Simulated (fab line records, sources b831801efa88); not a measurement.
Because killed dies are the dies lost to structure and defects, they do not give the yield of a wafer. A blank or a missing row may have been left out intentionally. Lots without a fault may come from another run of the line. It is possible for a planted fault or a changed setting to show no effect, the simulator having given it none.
fab line records	flow sky130
[record] lots = 10	wafers = 30	lastDay = 50
route steps=708 shown CONTACT@411 METAL1@450 METAL2@485
lots that met no fault: taken from a fault-free run of the same line
startH: start of the lot's first displayed wafer, in hours after the record's first day	waitH: hours from the lot's prior step to this one	" identical to the entry in the row above	L1.1+2: several wafers, shown together as one row	- value missing, or start not given	* or withheld: withheld	< > ~ a bound
route shown NAME@n: a module of which the file shows steps, and the number in the route of the first	usual: mean and standard deviation over wafers with no fault	same: alike in all rows	chamber/n: place in a boat	sites: each site's reading	_std_site: standard deviation of those values	_edge_site: the outer-site mean with the inner-site mean subtracted	radiusMm: how far each site lies from the wafer's centre	mask NAME#n: copy n	behind: tool/chamber where the wafer was last shaped	hold: the reason the lot was held/the length of the hold in hours/how it ended	device: which transistor (n, p or np) failed to switch	end of line: at the end of the route, the tests of the same wafers	a step given without rows: its recipe and nothing more	killed: count of dies lost to structure and defects at first sort (not the wafer's yield)	map: the dies of a wafer, with x for killed, . for not killed, _ for no die there
set.NAME: the setting the step ran with; set.NAME@STEP: the setting that earlier step ran with	model.NAME: the simulator's own value behind a step, which no gauge read
steps of the route over a sample of lots; a table a step, a row a wafer
services: a tool's chamber out of use, with start hour (startH, from the record's first day; less than 0 if before it), hours out, and reason
[[steps]]
[step SKY_CONTACT_BOW_MEAS_05]
[recipe] mode = bow
[usual] CONTACT_BOW = 82/8
lot.wafer	tool	chamber	startH	waitH	CONTACT_BOW[um]
L314.2	filmMetro-02	-	713.92	0.3	92
L314.3	"	-	"	"	89
L314.6	"	-	"	"	81
L317.1	filmMetro-03	-	732.04	0.2	68
L317.2	"	-	"	"	84
L317.6	"	-	"	"	89
L318.1	filmMetro-02	-	745.25	0.2	86
L318.3	"	-	"	"	83
L318.4	"	-	"	"	66
L320.4	filmMetro-04	-	756.61	0.3	100
L320.5	"	-	"	"	77
L320.6	"	-	"	"	84
L321.2	filmMetro-03	-	764.57	0.1	75
L321.3	"	-	"	"	83
L321.6	"	-	"	"	80
L327.2	filmMetro-04	-	812.02	0.2	95
L327.4	"	-	"	"	96
L327.5	"	-	"	"	90
L330.1	filmMetro-03	-	834.05	0.2	82
L330.2	"	-	"	"	80
L330.4	"	-	"	"	76
L331.2	filmMetro-02	-	842.73	0.1	77
L331.4	"	-	"	"	89
L331.5	"	-	"	"	79
L332.1	filmMetro-03	-	850.53	0.1	75
L332.4	"	-	"	"	72
L332.6	"	-	"	"	86
L336.2	filmMetro-03	-	872.07	0.2	87
L336.3	"	-	"	"	77
L336.4	"	-	"	"	78
[step SKY_METAL1_OVL_MEAS_16]
[usual] METAL1_OVL = -4/5.6
lot.wafer	tool	chamber	startH	waitH	METAL1_OVL[nm]
L314.2	overlay-01	-	771.37	0.1	8
L314.3	"	-	"	"	4
L314.6	"	-	"	"	6
L317.1	overlay-02	-	788.98	0.1	1
L317.2	"	-	"	"	-3
L317.6	"	-	"	"	-8
L318.1	overlay-01	-	801.07	0.1	-4
L318.3	"	-	"	"	-6
L318.4	"	-	"	"	-4
L320.4	overlay-01	-	811.89	0.1	1
L320.5	"	-	"	"	-2
L320.6	"	-	"	"	1
L321.2	overlay-01	-	820.49	0.1	1
L321.3	"	-	"	"	-4
L321.6	"	-	"	"	3
L327.2	overlay-01	-	867.00	0.1	4
L327.4	"	-	"	"	-4
L327.5	"	-	"	"	-2
L330.1	overlay-02	-	888.29	0.1	-13
L330.2	"	-	"	"	-15
L330.4	"	-	"	"	-13
L331.2	overlay-01	-	896.82	0.1	-7
L331.4	"	-	"	"	-1
L331.5	"	-	"	"	-1
L332.1	overlay-01	-	904.67	0.1	-3
L332.4	"	-	"	"	14
L332.6	"	-	"	"	1
L336.2	overlay-01	-	924.45	0.1	-7
L336.3	"	-	"	"	-18
L336.4	"	-	"	"	-8
[step SKY_METAL2_SPUTTER_02]
[recipe] material = AlCu	targetThkNm = 250	powerW = 10600	timeS = 13.3	chamberPressurePa = 0.4
[usual] throttleValvePct = 30.5/0.87
lot.wafer	tool	chamber	startH	waitH	throttleValvePct
L314.2	pvdSputter-02	-	801.48	0.0	30.2
L314.3	"	-	"	"	30.1
L314.6	"	-	"	"	29.9
L317.1	pvdSputter-03	-	818.29	0.0	28.9
L317.2	"	-	"	"	29.7
L317.6	"	-	"	"	32.0
L318.1	pvdSputter-04	-	830.29	0.0	30.5
L318.3	"	-	"	"	30.2
L318.4	"	-	"	"	30.0
L320.4	pvdSputter-03	-	841.73	0.0	31.9
L320.5	"	-	"	"	32.0
L320.6	"	-	"	"	30.2
L321.2	pvdSputter-03	-	849.99	0.0	30.2
L321.3	"	-	"	"	29.0
L321.6	"	-	"	"	30.1
L327.2	pvdSputter-02	-	896.07	0.0	30.9
L327.4	"	-	"	"	30.6
L327.5	"	-	"	"	30.4
L330.1	pvdSputter-03	-	916.98	0.0	30.1
L330.2	"	-	"	"	28.9
L330.4	"	-	"	"	31.9
L331.2	pvdSputter-03	-	923.77	0.0	30.1
L331.4	"	-	"	"	30.3
L331.5	"	-	"	"	28.9
L332.1	pvdSputter-02	-	932.27	0.0	30.3
L332.4	"	-	"	"	30.3
L332.6	"	-	"	"	31.1
L336.2	pvdSputter-03	-	951.53	0.0	32.1
L336.3	"	-	"	"	29.8
L336.4	"	-	"	"	31.5
[step SKY_METAL2_SPUTTER_03]
[recipe] material = Ti	targetThkNm = 5	powerW = 3000	timeS = 3.3	chamberPressurePa = 0.4
[usual] throttleValvePct = 30.5/0.9
lot.wafer	tool	chamber	startH	waitH	throttleValvePct
L314.2	pvdSputter-02	-	801.51	0.0	30.6
L314.3	"	-	"	"	30.4
L314.6	"	-	"	"	30.1
L317.1	pvdSputter-03	-	818.31	0.0	29.0
L317.2	"	-	"	"	30.4
L317.6	"	-	"	"	31.9
L318.1	pvdSputter-04	-	830.31	0.0	30.6
L318.3	"	-	"	"	30.3
L318.4	"	-	"	"	29.8
L320.4	pvdSputter-03	-	841.76	0.0	31.8
L320.5	"	-	"	"	31.7
L320.6	"	-	"	"	30.2
L321.2	pvdSputter-03	-	850.01	0.0	30.1
L321.3	"	-	"	"	28.8
L321.6	"	-	"	"	30.1
L327.2	pvdSputter-02	-	896.09	0.0	31.0
L327.4	"	-	"	"	30.3
L327.5	"	-	"	"	30.2
L330.1	pvdSputter-03	-	917.01	0.0	30.0
L330.2	"	-	"	"	29.0
L330.4	"	-	"	"	32.4
L331.2	pvdSputter-03	-	923.79	0.0	30.0
L331.4	"	-	"	"	30.0
L331.5	"	-	"	"	28.8
L332.1	pvdSputter-02	-	932.30	0.0	30.2
L332.4	"	-	"	"	30.3
L332.6	"	-	"	"	31.0
L336.2	pvdSputter-03	-	951.56	0.0	31.9
L336.3	"	-	"	"	30.3
L336.4	"	-	"	"	31.5
[step SKY_METAL2_RS_MEAS_05]
[recipe] thkMeasGauge = four-point-probe	reads = TiN_of_METAL2_SPUTTER_04+Ti_of_METAL2_SPUTTER_03+AlCu_of_METAL2_SPUTTER_02+TiN_of_METAL2_SPUTTER_01+Ti_of_METAL2_SPUTTER_00
[usual] METAL2_ALCU_RS = 0.1271/0.0014
lot.wafer	tool	chamber	startH	waitH	METAL2_ALCU_RS[ohm/sq]
L314.2	filmMetro-03	-	801.59	0.0	0.1266
L314.3	"	-	"	"	0.1255
L314.6	"	-	"	"	0.1269
L317.1	filmMetro-03	-	818.38	0.0	0.1276
L317.2	"	-	"	"	0.1281
L317.6	"	-	"	"	0.1278
L318.1	filmMetro-01	-	830.38	0.0	0.1260
L318.3	"	-	"	"	0.1258
L318.4	"	-	"	"	0.1263
L320.4	filmMetro-04	-	841.88	0.1	0.1294
L320.5	"	-	"	"	0.1289
L320.6	"	-	"	"	0.1920
L321.2	filmMetro-01	-	850.10	0.0	0.1874
L321.3	"	-	"	"	0.1881
L321.6	"	-	"	"	0.1906
L327.2	filmMetro-04	-	896.18	0.0	0.1276
L327.4	"	-	"	"	0.1272
L327.5	"	-	"	"	0.1276
L330.1	filmMetro-04	-	917.07	0.0	0.1276
L330.2	"	-	"	"	0.1264
L330.4	"	-	"	"	0.1276
L331.2	filmMetro-01	-	923.88	0.0	0.1253
L331.4	"	-	"	"	0.1255
L331.5	"	-	"	"	0.1240
L332.1	filmMetro-04	-	932.36	0.0	0.1267
L332.4	"	-	"	"	0.1257
L332.6	"	-	"	"	0.1263
L336.2	filmMetro-01	-	951.64	0.0	0.1261
L336.3	"	-	"	"	0.1270
L336.4	"	-	"	"	0.1261
[step SKY_METAL2_THK_MEAS_06]
[recipe] thkMeasGauge = xrf	reads = AlCu_of_METAL2_SPUTTER_02
[usual] METAL2_ALCU_THK = 251/3
lot.wafer	tool	chamber	startH	waitH	METAL2_ALCU_THK[nm]
L314.2	filmMetro-03	-	801.70	0.1	253
L314.3	"	-	"	"	253
L314.6	"	-	"	"	251
L317.1	filmMetro-03	-	818.50	0.1	251
L317.2	"	-	"	"	247
L317.6	"	-	"	"	250
L318.1	filmMetro-01	-	830.50	0.1	255
L318.3	"	-	"	"	253
L318.4	"	-	"	"	253
L320.4	filmMetro-04	-	841.97	0.1	247
L320.5	"	-	"	"	248
L320.6	"	-	"	"	169
L321.2	filmMetro-01	-	850.21	0.1	172
L321.3	"	-	"	"	172
L321.6	"	-	"	"	171
L327.2	filmMetro-04	-	896.29	0.1	249
L327.4	"	-	"	"	249
L327.5	"	-	"	"	249
L330.1	filmMetro-04	-	917.19	0.1	250
L330.2	"	-	"	"	253
L330.4	"	-	"	"	250
L331.2	filmMetro-01	-	923.99	0.1	255
L331.4	"	-	"	"	256
L331.5	"	-	"	"	258
L332.1	filmMetro-04	-	932.48	0.1	252
L332.4	"	-	"	"	254
L332.6	"	-	"	"	255
L336.2	filmMetro-01	-	951.75	0.1	254
L336.3	"	-	"	"	251
L336.4	"	-	"	"	255
[step SKY_METAL2_METAL_ETCH_19]
[recipe] targetDepthA = 3600	stopOn = SiO2	overEtchFrac = 0.3	timeS = 78	chemistry = Cl2/BCl3	resistSidewallDeg = 88	pressureMtorr = 10	icpW = 900	biasW = 48.5	Cl2_flow_sccm = 60	bcl3FlowSccm = 30
[usual] drypumpMotorCurrentA = 5.7/0.5	oesProductAu = 0.854/0.0055	throttleValvePct = 22.265/0.0092
lot.wafer	tool	chamber	startH	waitH	drypumpMotorCurrentA	oesProductAu	rfHoursCounterH	throttleValvePct
L314.2	rieMetal-03	1	828.15	0.0	5.5	0.853	15	22.261
L314.3	"	1	"	"	5.5	0.862	-	22.251
L314.6	"	1	"	"	5.5	0.858	-	22.275
L317.1	rieMetal-01	0	845.27	0.0	6.2	0.848	14	22.259
L317.2	"	1	"	"	5.1	0.849	6	22.257
L317.6	"	0	"	"	6.2	0.866	-	22.254
L318.1	rieMetal-01	1	857.20	0.0	5.1	0.862	6	22.267
L318.3	"	1	"	"	5.1	0.852	-	22.263
L318.4	"	0	"	"	6.2	0.854	-	22.269
L320.4	rieMetal-01	0	868.05	0.1	6.2	0.838	-	22.262
L320.5	"	0	"	"	6.2	0.858	-	22.266
L320.6	"	1	"	"	5.1	0.770	-	22.273
L321.2	rieMetal-01	0	876.90	0.0	6.2	0.774	16	22.262
L321.3	"	0	"	"	6.2	0.781	-	22.272
L321.6	"	0	"	"	6.2	0.776	-	22.268
L327.2	rieMetal-02	0	921.17	0.0	5.8	0.857	16	22.268
L327.4	"	1	"	"	6.2	0.855	-	22.250
L327.5	"	1	"	"	6.2	0.856	-	22.263
L330.1	rieMetal-02	0	941.27	0.0	5.8	0.858	17	22.264
L330.2	"	1	"	"	6.2	0.866	12	22.274
L330.4	"	1	"	"	6.2	0.856	-	22.263
L331.2	rieMetal-02	1	948.87	0.0	6.2	0.857	13	22.284
L331.4	"	0	"	"	5.8	0.859	-	22.282
L331.5	"	0	"	"	5.8	0.859	-	22.265
L332.1	rieMetal-02	0	957.17	0.0	5.8	0.849	18	22.262
L332.4	"	0	"	"	5.8	0.863	-	22.258
L332.6	"	0	"	"	5.8	0.862	-	22.245
L336.2	rieMetal-03	1	975.67	0.0	5.5	0.857	5	22.270
L336.3	"	1	"	"	5.5	0.849	-	22.264
L336.4	"	0	"	"	4.9	0.857	-	22.247
[[services]]
tool	chamber	startH	hours	kind
rieMetal-03	1	837.73	7.1	repair
rieMetal-03	1	844.84	-	clean
rieMetal-03	1	844.84	16.2	scheduledDown
rieMetal-03	1	844.84	16.2	ventCycle
rieMetal-02	1	857.43	2.4	repair
rieMetal-02	0	862.28	19.8	repair
pvdSputter-02	-	871.06	7.5	repair
rieMetal-02	1	901.18	13.8	repair
pvdSputter-03	3	910.32	-	consumableReplace:kit
pvdSputter-03	3	910.32	18.0	scheduledDown
pvdSputter-03	3	910.32	18.0	ventCycle
pvdSputter-04	-	929.41	5.0	repair
pvdSputter-02	-	934.72	4.6	repair
pvdSputter-03	-	938.87	11.2	repair
rieMetal-03	-	939.76	9.0	repair
rieMetal-01	-	944.82	4.3	pm
pvdSputter-02	3	953.85	-	consumableReplace:kit
pvdSputter-02	3	953.85	18.0	scheduledDown
pvdSputter-02	3	953.85	18.0	ventCycle
rieMetal-01	-	970.23	0.5	repair
[[key]]
[firstSign] step = SKY_METAL2_RS_MEAS_05	reading = METAL2_ALCU_RS	direction = up	sigmas = 45	usual = 0.1271	struck = 0.1895
[effect] step = SKY_METAL2_THK_MEAS_06	reading = METAL2_ALCU_THK	direction = down	sigmas = 26	usual = 251	struck = 171
[effect] step = SKY_METAL2_METAL_ETCH_19	reading = oesProductAu	direction = down	sigmas = 14	usual = 0.854	struck = 0.775
metAt SKY_METAL2_SPUTTER_02
struckLots L320,L321
struckWafers L320.6,L321.2,L321.3,L321.6
notActingAt SKY_CONTACT_BOW_MEAS_05,SKY_METAL1_OVL_MEAS_16,SKY_METAL2_SPUTTER_03
onsetBetween 818.29 841.73
[fault] kind = processParameterDrift	tool = pvdSputter-03	chamber = -	onsetH = 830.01	steps = SKY_METAL2_SPUTTER_02	channel = targetThkNm	offset = -76.763	shape = step	endH = 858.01	scope = struckWafersOnly	actsIn = theseRecipesOnly	stated = 250
